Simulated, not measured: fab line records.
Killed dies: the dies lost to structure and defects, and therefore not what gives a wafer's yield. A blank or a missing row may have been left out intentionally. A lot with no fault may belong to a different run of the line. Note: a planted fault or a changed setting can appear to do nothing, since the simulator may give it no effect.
fab line records -- flow sky130 -- part 1 of 2: steps 1 to 27 of 35
record: lots: 5, wafers: 15, last_day: 48
route steps=708 shown CONTACT@423 METAL1@434
lots untouched by any fault: they come from a run of this same line in which no faults occurred
start_h: hours from the record's first day to the start of the lot's first wafer shown -- wait_h: hours elapsed since this lot's preceding step -- " as in the row above -- L1.1+2: a row that stands for several wafers -- - either no value or no given start -- * or withheld: withheld -- < > ~ a bound
route shown NAME@n: NAME is a module with steps in the file, n the number in the route of the first one -- usual: the fault-free wafers' mean and standard deviation -- same: alike in all rows -- chamber/n: place in a boat -- sites: the reading at each site -- _std_site: the standard deviation of these -- _edge_site: inner sites' mean taken away from outer sites' mean -- radius_mm: for every site, how far away it sits from the centre of the wafer -- mask NAME#n: copy n -- behind: tool/chamber where the wafer was last shaped -- hold: cause of the lot's hold/its duration in hours/its outcome -- device: the transistor (n, p or np) that didn't switch -- end of line: tests run on the same wafers once the route is complete -- a step without rows: its recipe alone -- killed: dies that structure and defects cost at the first sort, which is not the same as the wafer's yield -- map: dies across one wafer; x = killed, . = not, _ = none there
set.NAME: the setting that was run; set.NAME@STEP: the one run at that earlier step -- model.NAME: the simulator's own value behind a step, which no gauge read
lots at some steps of the route; a table a step, a row a wafer
services: from which hour (start_h, from the record's first day; less than 0 if before it) a tool's chamber was out of use, for how many hours, and why
== steps ==
step: SKY_CONTACT_ETCH_17
recipe: target: SiO2, chemistry: C4F8/O2/Ar, stop_on: Si3N4, mask_material: KrF-thick, source_w: 1500, bias_w: 1200, pressure_mtorr: 40, c4f8_flow_sccm: withheld, O2_flow_sccm: 6, Ar_flow_sccm: 300, time_s: withheld, target_depth_a: 3400
usual: oes_product_au: 0.892/0.0051
lot.wafer,tool,chamber,start_h,wait_h,oes_product_au
L077.1,rie_diel-02,0,745.81,0.0,0.893
L077.5,rie_diel-02,0,745.81,0.0,0.889
L077.6,rie_diel-02,3,745.81,0.0,0.894
L080.2,rie_diel-02,0,779.48,0.0,0.896
L080.5,rie_diel-02,1,779.48,0.0,0.897
L080.6,rie_diel-02,0,779.48,0.0,0.896
L081.1,rie_diel-02,1,781.03,0.0,0.892
L081.4,rie_diel-02,1,781.03,0.0,0.885
L081.5,rie_diel-02,0,781.03,0.0,0.887
L082.4,rie_diel-01,1,794.64,0.0,0.887
L082.5,rie_diel-01,3,794.64,0.0,0.892
L082.6,rie_diel-01,0,794.64,0.0,0.885
L088.1,rie_diel-03,1,842.91,0.0,0.893
L088.2,rie_diel-03,2,842.91,0.0,0.888
L088.3,rie_diel-03,3,842.91,0.0,0.899
step: SKY_CONTACT_ETCH_18
recipe: target: Si3N4, chemistry: CHF3/O2, stop_on: TiN, source_w: 600, bias_w: 200, pressure_mtorr: 40, chf3_flow_sccm: 50, O2_flow_sccm: 5, time_s: 39, target_depth_a: 750
usual: O2_flow_sccm: 5.001/0.014, drypump_motor_current_A: 5.6/0.38, oes_product_au: 0.855/0.0081, throttle_valve_pct: 8.794/0.01
lot.wafer,tool,chamber,start_h,wait_h,O2_flow_sccm,drypump_motor_current_A,oes_product_au,rf_hours_counter_h,throttle_valve_pct
L077.1,rie_diel-02,0,-,-,5.016,5.4,0.845,19,8.811
L077.5,rie_diel-02,0,-,-,4.994,5.4,0.849,-,8.796
L077.6,rie_diel-02,3,-,-,4.993,5.9,0.859,-,8.806
L080.2,rie_diel-02,0,-,-,4.997,5.4,0.858,20,8.780
L080.5,rie_diel-02,1,-,-,5.010,5.5,0.849,-,8.798
L080.6,rie_diel-02,0,-,-,5.017,5.4,0.857,-,8.791
L081.1,rie_diel-02,1,-,-,5.013,5.5,0.848,3,8.801
L081.4,rie_diel-02,1,-,-,5.020,5.5,0.868,-,8.796
L081.5,rie_diel-02,0,-,-,4.972,5.4,0.861,-,8.803
L082.4,rie_diel-01,1,-,-,5.016,6.0,0.876,-,8.810
L082.5,rie_diel-01,3,-,-,4.998,5.7,0.864,-,8.786
L082.6,rie_diel-01,0,-,-,4.993,4.9,0.865,-,8.784
L088.1,rie_diel-03,1,-,-,4.990,5.8,0.846,19,8.797
L088.2,rie_diel-03,2,-,-,5.006,5.4,0.841,17,8.785
L088.3,rie_diel-03,3,-,-,5.016,4.9,0.850,17,8.788
step: SKY_CONTACT_STRIP_19
recipe: chemistry: O2/N2, power_w: 1400, pressure_mtorr: 1500, platen_temp_c: withheld, o2_flow_sccm: 3000, n2_flow_sccm: 300, overash_fraction: 0.5
usual: drypump_motor_current_A: 5.5/0.39, oes_product_au: 0.379/0.005, strip_time_to_endpoint_s: 3.600/0.026
lot.wafer,tool,chamber,start_h,wait_h,drypump_motor_current_A,oes_product_au,rf_hours_counter_h,strip_time_to_endpoint_s
L077.1,plasma_asher-03,1,745.90,-,5.7,0.384,31,3.625
L077.5,plasma_asher-03,1,745.90,-,5.7,0.380,-,3.609
L077.6,plasma_asher-03,0,745.90,-,5.0,0.374,-,3.620
L080.2,plasma_asher-03,0,779.57,-,5.1,0.384,34,3.607
L080.5,plasma_asher-03,1,779.57,-,5.7,0.379,-,3.570
L080.6,plasma_asher-03,0,779.57,-,5.1,0.376,-,3.604
L081.1,plasma_asher-01,0,781.12,-,5.0,0.383,67,3.562
L081.4,plasma_asher-01,1,781.12,-,5.8,0.380,-,3.600
L081.5,plasma_asher-01,1,781.12,-,5.8,0.382,-,3.631
L082.4,plasma_asher-01,1,794.73,-,5.7,0.387,-,3.630
L082.5,plasma_asher-01,1,794.73,-,5.7,0.368,-,3.681
L082.6,plasma_asher-01,0,794.73,-,5.0,0.381,-,3.574
L088.1,plasma_asher-04,0,843.00,-,6.0,0.382,6,3.609
L088.2,plasma_asher-04,1,843.00,-,5.8,0.374,6,3.640
L088.3,plasma_asher-04,1,843.00,-,5.7,0.370,-,3.591
step: SKY_CONTACT_STRIP_20
recipe: chemistry: post_etch_residue_remover, time_s: 1200, temp_c: 72.5
usual: bath_heat_duty_pct: 13.8/1.6
lot.wafer,tool,chamber,start_h,wait_h,bath_heat_duty_pct
L077.1,wet_bench-02,2,746.00,0.1,11.7
L077.5,wet_bench-02,2,746.00,0.1,10.3
L077.6,wet_bench-02,2,746.00,0.1,11.7
L080.2,wet_bench-03,2,779.67,0.1,12.9
L080.5,wet_bench-03,2,779.67,0.1,13.7
L080.6,wet_bench-03,2,779.67,0.1,14.1
L081.1,wet_bench-01,0,781.22,0.1,14.0
L081.4,wet_bench-01,0,781.22,0.1,14.9
L081.5,wet_bench-01,0,781.22,0.1,13.2
L082.4,wet_bench-01,2,794.80,0.0,16.6
L082.5,wet_bench-01,2,794.80,0.0,15.7
L082.6,wet_bench-01,2,794.80,0.0,16.4
L088.1,wet_bench-03,3,843.10,0.1,15.3
L088.2,wet_bench-03,3,843.10,0.1,16.3
L088.3,wet_bench-03,3,843.10,0.1,15.1
step: SKY_CONTACT_CLEAN_21
recipe: chemistry: IPA, time_s: 180, temp_c: 25
usual: bath_heat_duty_pct: 6.3/0.92
lot.wafer,tool,chamber,start_h,wait_h,bath_heat_duty_pct
L077.1,wet_bench-01,2,746.37,0.0,6.7
L077.5,wet_bench-01,2,746.37,0.0,7.6
L077.6,wet_bench-01,2,746.37,0.0,7.7
L080.2,wet_bench-01,2,780.04,0.0,8.2
L080.5,wet_bench-01,2,780.04,0.0,7.6
L080.6,wet_bench-01,2,780.04,0.0,7.5
L081.1,wet_bench-03,1,781.56,0.0,6.0
L081.4,wet_bench-03,1,781.56,0.0,5.1
L081.5,wet_bench-03,1,781.56,0.0,6.1
L082.4,wet_bench-02,1,795.14,0.0,5.4
L082.5,wet_bench-02,1,795.14,0.0,5.1
L082.6,wet_bench-02,1,795.14,0.0,5.6
L088.1,wet_bench-02,0,843.47,0.0,5.1
L088.2,wet_bench-02,0,843.47,0.0,5.2
L088.3,wet_bench-02,0,843.47,0.0,5.5
step: SKY_CONTACT_CLEAN_22
recipe: chemistry: O3/DIW, dry: n2_spin
lot.wafer,tool,chamber,start_h,wait_h
L077.1+5+6,wet_bench-03,1,746.43,0.0
L080.2+5+6,wet_bench-03,0,780.10,0.0
L081.1+4+5,wet_bench-01,3,781.62,0.0
L082.4+5+6,wet_bench-03,2,795.21,0.0
L088.1+2+3,wet_bench-01,2,843.53,0.0
step: SKY_CONTACT_SPUTTER_23
recipe: material: TiN, target_thk_nm: 20, chamber_pressure_pa: 5, power_w: 4000, time_s: 80
usual: throttle_valve_pct: 30.4/1.1
lot.wafer,tool,chamber,start_h,wait_h,throttle_valve_pct
L077.1,pvd_sputter-04,-,746.53,0.0,30.4
L077.5,pvd_sputter-04,-,746.53,0.0,29.6
L077.6,pvd_sputter-04,-,746.53,0.0,29.6
L080.2,pvd_sputter-04,-,780.20,0.0,29.7
L080.5,pvd_sputter-04,-,780.20,0.0,29.4
L080.6,pvd_sputter-04,-,780.20,0.0,29.7
L081.1,pvd_sputter-03,-,781.71,0.0,28.9
L081.4,pvd_sputter-03,-,781.71,0.0,31.5
L081.5,pvd_sputter-03,-,781.71,0.0,32.0
L082.4,pvd_sputter-04,-,795.30,0.0,30.7
L082.5,pvd_sputter-04,-,795.30,0.0,29.4
L082.6,pvd_sputter-04,-,795.30,0.0,29.8
L088.1,pvd_sputter-03,-,843.63,0.0,29.5
L088.2,pvd_sputter-03,-,843.63,0.0,31.9
L088.3,pvd_sputter-03,-,843.63,0.0,28.8
step: SKY_CONTACT_CVD_24
recipe: material: W, target_thk_nm: 340, time_s: 102.12, temp_c: 400, pressure_torr: 40
usual: heater_power_outer_w: 491/66, heater_power_w: 821/110
lot.wafer,tool,chamber,start_h,wait_h,heater_power_outer_w,heater_power_w
L077.1,cvd_w-01,0,746.59,0.0,547,912
L077.5,cvd_w-01,1,746.59,0.0,597,937
L077.6,cvd_w-01,0,746.59,0.0,540,911
L080.2,cvd_w-02,0,780.26,0.0,431,768
L080.5,cvd_w-02,0,780.26,0.0,422,767
L080.6,cvd_w-02,1,780.26,0.0,451,697
L081.1,cvd_w-02,1,781.77,0.0,451,702
L081.4,cvd_w-02,1,781.77,0.0,439,693
L081.5,cvd_w-02,1,781.77,0.0,443,706
L082.4,cvd_w-02,1,795.40,0.1,442,704
L082.5,cvd_w-02,1,795.40,0.1,444,701
L082.6,cvd_w-02,0,795.40,0.1,431,785
L088.1,cvd_w-02,0,843.69,0.0,434,758
L088.2,cvd_w-02,1,843.69,0.0,453,692
L088.3,cvd_w-02,1,843.69,0.0,443,690
step: SKY_CONTACT_RS_MEAS_25
recipe: thk_meas_gauge: four-point-probe, reads: W_of_CONTACT_CVD_24+TiN_of_CONTACT_SPUTTER_23
usual: CONTACT_W_RS: 0.340/0.0033
lot.wafer,tool,chamber,start_h,wait_h,CONTACT_W_RS[ohm/sq]
L077.1,film_metro-04,-,746.70,0.1,0.341
L077.5,film_metro-04,-,746.70,0.1,0.341
L077.6,film_metro-04,-,746.70,0.1,0.340
L080.2,film_metro-04,-,780.39,0.1,0.340
L080.5,film_metro-04,-,780.39,0.1,0.342
L080.6,film_metro-04,-,780.39,0.1,0.345
L081.1,film_metro-04,-,781.88,0.1,0.341
L081.4,film_metro-04,-,781.88,0.1,0.340
L081.5,film_metro-04,-,781.88,0.1,0.340
L082.4,film_metro-04,-,795.53,0.1,0.345
L082.5,film_metro-04,-,795.53,0.1,0.343
L082.6,film_metro-04,-,795.53,0.1,0.336
L088.1,film_metro-04,-,843.80,0.1,0.338
L088.2,film_metro-04,-,843.80,0.1,0.345
L088.3,film_metro-04,-,843.80,0.1,0.339
step: SKY_CONTACT_THK_MEAS_26
recipe: thk_meas_gauge: xrf, reads: W_of_CONTACT_CVD_24
usual: CONTACT_W_THK: 344/6.3
lot.wafer,tool,chamber,start_h,wait_h,CONTACT_W_THK[nm]
L077.1,film_metro-04,-,746.82,0.1,338
L077.5,film_metro-04,-,746.82,0.1,336
L077.6,film_metro-04,-,746.82,0.1,337
L080.2,film_metro-04,-,780.50,0.1,339
L080.5,film_metro-04,-,780.50,0.1,335
L080.6,film_metro-04,-,780.50,0.1,330
L081.1,film_metro-04,-,782.00,0.1,335
L081.4,film_metro-04,-,782.00,0.1,334
L081.5,film_metro-04,-,782.00,0.1,334
L082.4,film_metro-04,-,795.62,0.1,340
L082.5,film_metro-04,-,795.62,0.1,336
L082.6,film_metro-04,-,795.62,0.1,344
L088.1,film_metro-04,-,843.92,0.1,338
L088.2,film_metro-04,-,843.92,0.1,330
L088.3,film_metro-04,-,843.92,0.1,337
step: SKY_CONTACT_CMP_27
recipe: stop_on: SiO2, t_overpolish_s: 15, down_force_psi: 3.5, platen_rpm: 60, target_thk_nm: 0, pad_velocity_m_s: 0.94248
usual: motor_current_A: 11.4/1.2, overpolish_run_s: 15.000/0.0098, slurry_flow_ml_min: 149.9/0.46, time_to_endpoint_s: 82/3.8
lot.wafer,tool,chamber,start_h,wait_h,motor_current_A,overpolish_run_s,slurry_flow_ml_min,time_to_endpoint_s
L077.1,cmp-01,2,746.93,0.1,11.2,14.992,150.6,88
L077.5,cmp-01,1,746.93,0.1,11.6,15.008,150.1,88
L077.6,cmp-01,2,746.93,0.1,11.1,15.002,150.1,85
L080.2,cmp-01,1,780.67,0.2,12.0,15.004,150.0,85
L080.6,cmp-01,1,780.67,0.2,12.6,15.012,149.5,83
L080.5,cmp-01,2,780.67,0.2,11.1,15.008,150.2,82
L081.4,cmp-02,3,782.06,0.0,11.2,14.992,150.3,82
L081.1,cmp-02,0,782.06,0.0,10.4,15.000,150.3,79
L081.5,cmp-02,0,782.06,0.0,10.3,15.013,150.6,78
L082.4,cmp-02,2,795.70,0.1,12.7,14.996,150.5,75
L082.6,cmp-02,1,795.70,0.1,10.6,14.993,149.4,84
L082.5,cmp-02,2,795.70,0.1,13.6,14.995,150.4,78
L088.3,cmp-02,3,843.98,0.0,11.2,14.996,150.5,82
L088.1,cmp-02,1,843.98,0.0,9.7,14.994,150.2,81
L088.2,cmp-02,2,843.98,0.0,13.2,15.001,150.2,75
step: SKY_METAL1_SPUTTER_00
recipe: material: Ti, target_thk_nm: 15, power_w: 3000, time_s: 10, chamber_pressure_pa: 0.4
usual: throttle_valve_pct: 30.2/1.1
lot.wafer,tool,chamber,start_h,wait_h,throttle_valve_pct
L077.1,pvd_sputter-02,-,747.18,0.2,31.4
L077.5,pvd_sputter-02,-,747.18,0.2,28.1
L077.6,pvd_sputter-02,-,747.18,0.2,29.6
L080.2,pvd_sputter-02,-,780.97,0.2,28.3
L080.5,pvd_sputter-02,-,780.97,0.2,29.6
L080.6,pvd_sputter-02,-,780.97,0.2,28.2
L081.1,pvd_sputter-01,-,782.36,0.2,30.2
L081.4,pvd_sputter-01,-,782.36,0.2,30.9
L081.5,pvd_sputter-01,-,782.36,0.2,30.0
L082.4,pvd_sputter-02,-,795.95,0.2,27.9
L082.5,pvd_sputter-02,-,795.95,0.2,28.0
L082.6,pvd_sputter-02,-,795.95,0.2,31.3
L088.1,pvd_sputter-01,-,844.28,0.1,31.3
L088.2,pvd_sputter-01,-,844.28,0.1,30.0
L088.3,pvd_sputter-01,-,844.28,0.1,31.1
step: SKY_METAL1_SPUTTER_01
recipe: material: TiN, target_thk_nm: 20, power_w: 6500, time_s: 16.7, chamber_pressure_pa: 0.4
usual: throttle_valve_pct: 30.2/1.1
lot.wafer,tool,chamber,start_h,wait_h,throttle_valve_pct
L077.1,pvd_sputter-02,-,747.21,0.0,31.3
L077.5,pvd_sputter-02,-,747.21,0.0,28.0
L077.6,pvd_sputter-02,-,747.21,0.0,29.9
L080.2,pvd_sputter-02,-,780.99,0.0,28.2
L080.5,pvd_sputter-02,-,780.99,0.0,29.6
L080.6,pvd_sputter-02,-,780.99,0.0,27.9
L081.1,pvd_sputter-01,-,782.39,0.0,29.7
L081.4,pvd_sputter-01,-,782.39,0.0,31.1
L081.5,pvd_sputter-01,-,782.39,0.0,29.9
L082.4,pvd_sputter-02,-,795.97,0.0,28.3
L082.5,pvd_sputter-02,-,795.97,0.0,28.1
L082.6,pvd_sputter-02,-,795.97,0.0,31.1
L088.1,pvd_sputter-01,-,844.31,0.0,31.1
L088.2,pvd_sputter-01,-,844.31,0.0,29.7
L088.3,pvd_sputter-01,-,844.31,0.0,31.3
step: SKY_METAL1_SPUTTER_02
recipe: material: AlCu, target_thk_nm: 250, power_w: 10600, time_s: 13.3, chamber_pressure_pa: 0.4
usual: throttle_valve_pct: 30.2/1.1
lot.wafer,tool,chamber,start_h,wait_h,throttle_valve_pct
L077.1,pvd_sputter-02,-,747.23,0.0,31.0
L077.5,pvd_sputter-02,-,747.23,0.0,28.0
L077.6,pvd_sputter-02,-,747.23,0.0,29.7
L080.2,pvd_sputter-02,-,781.02,0.0,28.3
L080.5,pvd_sputter-02,-,781.02,0.0,29.5
L080.6,pvd_sputter-02,-,781.02,0.0,28.0
L081.1,pvd_sputter-01,-,782.41,0.0,29.8
L081.4,pvd_sputter-01,-,782.41,0.0,31.1
L081.5,pvd_sputter-01,-,782.41,0.0,29.9
L082.4,pvd_sputter-02,-,796.00,0.0,28.2
L082.5,pvd_sputter-02,-,796.00,0.0,28.0
L082.6,pvd_sputter-02,-,796.00,0.0,31.3
L088.1,pvd_sputter-01,-,844.33,0.0,30.9
L088.2,pvd_sputter-01,-,844.33,0.0,29.8
L088.3,pvd_sputter-01,-,844.33,0.0,31.2
step: SKY_METAL1_SPUTTER_03
recipe: material: Ti, target_thk_nm: 5, power_w: 3000, time_s: 3.3, chamber_pressure_pa: 0.4
usual: throttle_valve_pct: 30.2/1.1
lot.wafer,tool,chamber,start_h,wait_h,throttle_valve_pct
L077.1,pvd_sputter-02,-,747.26,0.0,31.3
L077.5,pvd_sputter-02,-,747.26,0.0,28.0
L077.6,pvd_sputter-02,-,747.26,0.0,29.9
L080.2,pvd_sputter-02,-,781.04,0.0,28.2
L080.5,pvd_sputter-02,-,781.04,0.0,29.5
L080.6,pvd_sputter-02,-,781.04,0.0,28.2
L081.1,pvd_sputter-01,-,782.44,0.0,29.8
L081.4,pvd_sputter-01,-,782.44,0.0,31.0
L081.5,pvd_sputter-01,-,782.44,0.0,30.0
L082.4,pvd_sputter-02,-,796.02,0.0,27.8
L082.5,pvd_sputter-02,-,796.02,0.0,27.9
L082.6,pvd_sputter-02,-,796.02,0.0,31.0
L088.1,pvd_sputter-01,-,844.36,0.0,30.9
L088.2,pvd_sputter-01,-,844.36,0.0,29.9
L088.3,pvd_sputter-01,-,844.36,0.0,31.1
step: SKY_METAL1_SPUTTER_04
recipe: material: TiN, target_thk_nm: 70, power_w: 6500, time_s: 58.3, chamber_pressure_pa: 0.4
usual: throttle_valve_pct: 30.2/1.1
lot.wafer,tool,chamber,start_h,wait_h,throttle_valve_pct
L077.1,pvd_sputter-02,-,747.27,0.0,31.2
L077.5,pvd_sputter-02,-,747.27,0.0,28.1
L077.6,pvd_sputter-02,-,747.27,0.0,29.7
L080.2,pvd_sputter-02,-,781.06,0.0,28.0
L080.5,pvd_sputter-02,-,781.06,0.0,29.7
L080.6,pvd_sputter-02,-,781.06,0.0,28.0
L081.1,pvd_sputter-01,-,782.45,0.0,30.1
L081.4,pvd_sputter-01,-,782.45,0.0,31.3
L081.5,pvd_sputter-01,-,782.45,0.0,30.1
L082.4,pvd_sputter-02,-,796.04,0.0,28.3
L082.5,pvd_sputter-02,-,796.04,0.0,28.3
L082.6,pvd_sputter-02,-,796.04,0.0,31.2
L088.1,pvd_sputter-01,-,844.37,0.0,30.7
L088.2,pvd_sputter-01,-,844.37,0.0,30.0
L088.3,pvd_sputter-01,-,844.37,0.0,31.3
step: SKY_METAL1_RS_MEAS_05
recipe: thk_meas_gauge: four-point-probe, reads: TiN_of_METAL1_SPUTTER_04+Ti_of_METAL1_SPUTTER_03+AlCu_of_METAL1_SPUTTER_02+TiN_of_METAL1_SPUTTER_01+Ti_of_METAL1_SPUTTER_00
usual: METAL1_ALCU_RS: 0.1265/0.0017
lot.wafer,tool,chamber,start_h,wait_h,METAL1_ALCU_RS[ohm/sq]
L077.1,film_metro-01,-,747.32,0.0,0.1304
L077.5,film_metro-01,-,747.32,0.0,0.1297
L077.6,film_metro-01,-,747.32,0.0,0.1318
L080.2,film_metro-01,-,781.13,0.0,0.1271
L080.5,film_metro-01,-,781.13,0.0,0.1295
L080.6,film_metro-01,-,781.13,0.0,0.1276
L081.1,film_metro-01,-,782.50,0.0,0.1254
L081.4,film_metro-01,-,782.50,0.0,0.1229
L081.5,film_metro-01,-,782.50,0.0,0.1253
L082.4,film_metro-01,-,796.16,0.1,0.1263
L082.5,film_metro-01,-,796.16,0.1,0.1269
L082.6,film_metro-01,-,796.16,0.1,0.1274
L088.1,film_metro-01,-,844.42,0.0,0.1258
L088.2,film_metro-01,-,844.42,0.0,0.1274
L088.3,film_metro-01,-,844.42,0.0,0.1257
step: SKY_METAL1_THK_MEAS_06
recipe: thk_meas_gauge: xrf, reads: AlCu_of_METAL1_SPUTTER_02
usual: METAL1_ALCU_THK: 245/3.4
lot.wafer,tool,chamber,start_h,wait_h,METAL1_ALCU_THK[nm]
L077.1,film_metro-01,-,747.44,0.1,238
L077.5,film_metro-01,-,747.44,0.1,240
L077.6,film_metro-01,-,747.44,0.1,238
L080.2,film_metro-01,-,781.24,0.1,245
L080.5,film_metro-01,-,781.24,0.1,241
L080.6,film_metro-01,-,781.24,0.1,243
L081.1,film_metro-01,-,782.62,0.1,250
L081.4,film_metro-01,-,782.62,0.1,254
L081.5,film_metro-01,-,782.62,0.1,247
L082.4,film_metro-01,-,796.25,0.1,247
L082.5,film_metro-01,-,796.25,0.1,245
L082.6,film_metro-01,-,796.25,0.1,245
L088.1,film_metro-01,-,844.54,0.1,248
L088.2,film_metro-01,-,844.54,0.1,246
L088.3,film_metro-01,-,844.54,0.1,248
step: SKY_METAL1_DEHYDRATE_07
recipe: temp_c: 200, time_s: 60
usual: plate_temp_C: 200.00/0.14
lot.wafer,tool,chamber,start_h,wait_h,plate_temp_C
L077.1,litho_track-01,0,760.09,12.6,199.93
L077.5,litho_track-01,0,760.09,12.6,199.94
L077.6,litho_track-01,0,760.09,12.6,200.04
L080.2,litho_track-02,0,793.70,12.5,200.33
L080.5,litho_track-02,0,793.70,12.5,200.08
L080.6,litho_track-02,0,793.70,12.5,200.11
L081.1,litho_track-02,0,795.38,12.7,199.85
L081.4,litho_track-02,0,795.38,12.7,200.01
L081.5,litho_track-02,0,795.38,12.7,199.80
L082.4,litho_track-02,0,808.75,12.5,200.04
L082.5,litho_track-02,0,808.75,12.5,199.89
L082.6,litho_track-02,0,808.75,12.5,199.93
L088.1,litho_track-04,0,858.21,13.7,200.06
L088.2,litho_track-04,0,858.21,13.7,199.98
L088.3,litho_track-04,0,858.21,13.7,199.91
step: SKY_METAL1_HMDS_08
recipe: prime_time_s: 60, prime_temp_c: 120
lot.wafer,tool,chamber,start_h,wait_h
L077.1+5+6,litho_track-01,0,760.24,0.1
L080.2+5+6,litho_track-02,0,793.85,0.1
L081.1+4+5,litho_track-02,0,795.53,0.1
L082.4+5+6,litho_track-02,0,808.90,0.1
L088.1+2+3,litho_track-04,0,858.36,0.1
step: SKY_METAL1_COAT_09
recipe: resist: BARC, temp_c: withheld, time_s: withheld, spin_rpm: 3000, resist_thk_nm: 60
lot.wafer,tool,chamber,start_h,wait_h
L077.1+5+6,litho_track-01,0,760.39,0.1
L080.2+5+6,litho_track-02,0,794.00,0.1
L081.1+4+5,litho_track-02,0,795.68,0.1
L082.4+5+6,litho_track-02,0,809.05,0.1
L088.1+2+3,litho_track-04,0,858.51,0.1
step: SKY_METAL1_COAT_10
recipe: resist: KrF-thick, spin_rpm: 3000, resist_thk_nm: 450
lot.wafer,tool,chamber,start_h,wait_h
L077.1+5+6,litho_track-01,0,-,-
L080.2+5+6,litho_track-02,0,-,-
L081.1+4+5,litho_track-02,0,-,-
L082.4+5+6,litho_track-02,0,-,-
L088.1+2+3,litho_track-04,0,-,-
step: SKY_METAL1_SOFTBAKE_11
recipe: temp_c: 100, time_s: 90, resist: KrF-thick
usual: plate_temp_C: 100.00/0.13
lot.wafer,tool,chamber,start_h,wait_h,plate_temp_C
L077.1,litho_track-01,0,-,-,99.99
L077.5,litho_track-01,0,-,-,99.90
L077.6,litho_track-01,0,-,-,100.04
L080.2,litho_track-02,0,-,-,99.88
L080.5,litho_track-02,0,-,-,99.91
L080.6,litho_track-02,0,-,-,100.06
L081.1,litho_track-02,0,-,-,100.10
L081.4,litho_track-02,0,-,-,99.93
L081.5,litho_track-02,0,-,-,100.15
L082.4,litho_track-02,0,-,-,100.07
L082.5,litho_track-02,0,-,-,100.07
L082.6,litho_track-02,0,-,-,99.98
L088.1,litho_track-04,0,-,-,100.00
L088.2,litho_track-04,0,-,-,100.14
L088.3,litho_track-04,0,-,-,99.94
step: SKY_METAL1_EXPOSE_12
recipe: mask_id: MM1, na: 0.8, source_shape: annular, sigma_inner: 0.55, sigma_outer: 0.85, target_cd_nm: 140, dose_mj: 28
lot.wafer,tool,chamber,start_h,wait_h,mask
L077.1+5+6,krf_scanner-01,0,-,-,MM1#0
L080.2+5+6,krf_scanner-02,0,-,-,MM1#0
L081.1+4+5,krf_scanner-01,0,-,-,MM1#0
L082.4+5+6,krf_scanner-01,0,-,-,MM1#0
L088.1+2+3,krf_scanner-02,0,-,-,MM1#0
step: SKY_METAL1_PEB_13
recipe: peb_temp_c: withheld, peb_time_s: withheld, resist: KrF-thick
lot.wafer,tool,chamber,start_h,wait_h
L077.1+5+6,litho_track-01,0,-,-
L080.2+5+6,litho_track-04,0,-,-
L081.1+4+5,litho_track-01,0,-,-
L082.4+5+6,litho_track-01,0,-,-
L088.1+2+3,litho_track-04,0,-,-
step: SKY_METAL1_DEVELOP_14
recipe: develop_time_s: 60, resist: KrF-thick, dev_temp_c: 21
lot.wafer,tool,chamber,start_h,wait_h
L077.1+5+6,litho_track-01,0,-,-
L080.2+5+6,litho_track-04,0,-,-
L081.1+4+5,litho_track-01,0,-,-
L082.4+5+6,litho_track-01,0,-,-
L088.1+2+3,litho_track-04,0,-,-
step: SKY_METAL1_CD_MEAS_15
recipe: target_cd_nm: 140
usual: cd_nm: 140.3/1.4
lot.wafer,tool,chamber,start_h,wait_h,cd_nm
L077.1,cd_sem-02,-,775.42,-,140.0
L077.5,cd_sem-02,-,775.42,-,141.9
L077.6,cd_sem-02,-,775.42,-,140.1
L080.2,cd_sem-02,-,807.28,-,139.4
L080.5,cd_sem-02,-,807.28,-,139.2
L080.6,cd_sem-02,-,807.28,-,140.6
L081.1,cd_sem-01,-,809.39,-,138.2
L081.4,cd_sem-01,-,809.39,-,138.8
L081.5,cd_sem-01,-,809.39,-,138.3
L082.4,cd_sem-02,-,822.75,-,139.5
L082.5,cd_sem-02,-,822.75,-,139.5
L082.6,cd_sem-02,-,822.75,-,141.5
L088.1,cd_sem-02,-,871.46,-,139.9
L088.2,cd_sem-02,-,871.46,-,141.5
L088.3,cd_sem-02,-,871.46,-,140.9
